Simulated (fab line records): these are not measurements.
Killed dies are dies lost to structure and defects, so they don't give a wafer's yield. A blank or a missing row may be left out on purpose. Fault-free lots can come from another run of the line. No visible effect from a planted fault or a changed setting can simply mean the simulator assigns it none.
What tool caused it? ; flow gf180mcu ; 11 lots, 33 wafers sampled, at 4 steps of a route of 602

## WHAT THE GAUGES SHOWED, per wafer
GF_POLY_GATE_THK_MEAS_01.
lot;measured;on;POLY_GATE_CVD_00_THK (nm)
L699;day 9 00:47;filmMetro-03;201.4 200.3 202.4
L701;day 9 17:28;filmMetro-04;201.4 199.9 201.6
L703;day 10 03:44;filmMetro-04;198.8 197.6 197.8
L704;day 10 10:29;filmMetro-03;200.6 200.4 201.6
L705;day 10 19:05;filmMetro-02;196.3 197.2 195.8
L709;day 12 15:50;filmMetro-04;199.6 199.8 200.5
L711;day 12 21:51;filmMetro-02;180.5 179.6 178.9
L713;day 13 12:05;filmMetro-03;178.2 179.3 180.5
L714;day 14 01:40;filmMetro-04;197.5 198.1 198.6
L715;day 14 01:39;filmMetro-02;196.2 195.8 195.3
L720;day 15 09:22;filmMetro-04;196.8 199.7 198.6

GF_M2_THK_MEAS_06: measures by xrf.
lot;measured;on;M2_ALCU_THK (nm)
L699;day 18 22:32;filmMetro-03;452 449 454
L701;day 19 21:59;filmMetro-02;458 460 460
L703;day 20 11:56;filmMetro-02;456 437 448
L704;day 20 21:31;filmMetro-03;445 434 446
L705;day 21 07:20;filmMetro-04;450 451 464
L709;day 23 16:41;filmMetro-04;448 442 454
L711;day 23 23:13;filmMetro-03;455 445 453
L713;day 24 13:59;filmMetro-04;456 461 458
L714;day 25 04:58;filmMetro-04;455 464 458
L715;day 25 03:35;filmMetro-03;457 454 453
L720;day 26 10:08;filmMetro-02;456 464 459

## TOOL THAT RAN EACH LOT (tool first, then ch and the chambers of the sampled wafers, then the start)
lot;GF_POLY_GATE_CVD_00;GF_POLY_GATE_ETCH_13
L699;lpcvd-02 ch 1, day 8 23:28;rieSi-01 ch 1,2,3, day 9 18:29
L701;lpcvd-01 ch 0, day 9 16:08;rieSi-02 ch 0,2,3, day 10 11:23
L703;lpcvd-02 ch 0, day 10 02:23;rieSi-02 ch 1,2,3, day 10 22:00
L704;lpcvd-01 ch 1, day 10 09:10;rieSi-01 ch 1,2,3, day 11 05:06
L705;lpcvd-01 ch 0, day 10 17:45;rieSi-02 ch 0,1,2, day 11 13:47
L709;lpcvd-02 ch 0, day 12 14:29;rieSi-02 ch 1,2,3, day 13 11:51
L711;lpcvd-02 ch 1, day 12 20:30;rieSi-01 ch 0,1,3, day 13 18:08
L713;lpcvd-02 ch 1, day 13 10:45;rieSi-01 ch 0,3, day 14 08:56
L714;lpcvd-01 ch 0, day 14 00:19;rieSi-01 ch 2,3, day 14 22:53
L715;lpcvd-01 ch 0, day 14 00:19;rieSi-02 ch 1,2,3, day 14 22:51
L720;lpcvd-01 ch 1, day 15 08:02;rieSi-01 ch 1,2,3, day 16 07:32
- GF_POLY_GATE_CVD_00: deposits poly-Si, target thk 200 nm, time 1200 s.
- GF_POLY_GATE_ETCH_13: etches poly-Si in HBr/Cl2, stops on SiO2, target depth 198.5 nm, time 69.6 s.

## AS READ BY THE TOOLS THEMSELVES (means over the sampled wafers that have a number; for cases with no such wafer, the mark the record gives instead)
GF_POLY_GATE_CVD_00.
lot;tool;pressureMtorr (mTorr);spikeTcTopC (C);susceptorTempC (C);zonePowerCentrePct (%);zonePowerLowerPct (%);zonePowerTopPct (%)
L699;lpcvd-02;199.9;637.1;620.16;8.6;9.95;17.5
L701;lpcvd-01;200.0;638.2;620.05;9.6;9.84;19.6
L703;lpcvd-02;200.1;631.1;619.99;9.7;10.26;19.2
L704;lpcvd-01;199.8;639.0;620.18;7.4;9.56;18.0
L705;lpcvd-01;200.4;638.0;619.82;9.6;9.71;19.7
L709;lpcvd-02;200.0;631.1;619.97;9.6;10.27;19.2
L711;lpcvd-02;160.0;637.3;620.04;8.5;10.04;17.9
L713;lpcvd-02;159.7;637.3;619.89;8.5;9.95;17.6
L714;lpcvd-01;200.2;638.6;619.86;9.6;9.76;19.7
L715;lpcvd-01;200.0;637.6;620.13;9.7;9.78;19.7
L720;lpcvd-01;200.5;640.5;620.05;7.4;9.63;18.1

GF_POLY_GATE_ETCH_13.
lot;tool;drypumpMotorCurrentA (A);mfcCl2Sccm (sccm);oesProductAu (a.u.);throttleValvePct (%)
L699;rieSi-01;5.3;49.93;0.993;33.677
L701;rieSi-02;5.8;49.96;1.002;33.684
L703;rieSi-02;5.8;49.99;0.991;33.687
L704;rieSi-01;5.3;49.94;0.991;33.679
L705;rieSi-02;5.6;50.00;0.987;33.683
L709;rieSi-02;5.7;49.98;0.991;33.684
L711;rieSi-01;5.4;49.90;0.929;33.685
L713;rieSi-01;5.6;49.90;0.928;33.678
L714;rieSi-01;5.4;49.97;0.986;33.686
L715;rieSi-02;5.7;50.00;0.984;33.677
L720;rieSi-01;5.3;50.00;0.988;33.680

## THE ANSWER, worked out from the rows above alone
Rule: what is usual is taken from the lots themselves. The widest of any qualifying gaps counts: lots, ordered by their means at a reading, are off when they make up no more than a third of the lots, leave a main group of 4 or more, and stand apart from it by 3 or more times the standard deviation of that group's means. The tables above print the reading to a certain number of digits; a main group whose means all agree to those digits is not used. A lot without any number at a reading at which 4 lots or more have one is off too. Any other lot the step has rows for is counted as sound. First the gauges in route order, then the tools' own readings, where a lot's mean is used as printed above. The first step at which some lot is off is used, and at that step the reading that is off furthest; a lot without a number counts as furthest.
Off: L711, L713, at GF_POLY_GATE_THK_MEAS_01 (POLY_GATE_CVD_00_THK). For the main group the mean is 198.9 nm and the standard deviation 1.9.
If a tool, at a process step before that reading, ran all the lots that are off and no sound lot after the first of them, it fits. Not tried: the gauges at GF_POLY_GATE_THK_MEAS_01; whatever is off there is also off at GF_POLY_GATE_CVD_00, on other tools, and gauge error can't account for it. One fits: lpcvd-02 at GF_POLY_GATE_CVD_00. Its last sound lot is L709 (day 12 14:29), its first lot that is off L711 (day 12 20:30): a fault that began between those two fits.
The tool's own readings at GF_POLY_GATE_CVD_00 bear it out: on the lots that are off they differ by more than 5 times the standard deviation of the sound lots' means. pressureMtorr reads 159.8 mTorr there against 200.1 mTorr on the sound lots.

## WHAT HAD BEEN PUT IN BY THE SIMULATOR
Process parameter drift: lpcvd-02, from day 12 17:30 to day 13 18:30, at GF_POLY_GATE_CVD_00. A move of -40 in setting pressureMtorr, from 200. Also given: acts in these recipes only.
Shown lots that were struck: L711, L713. This agrees with what the rule above found.
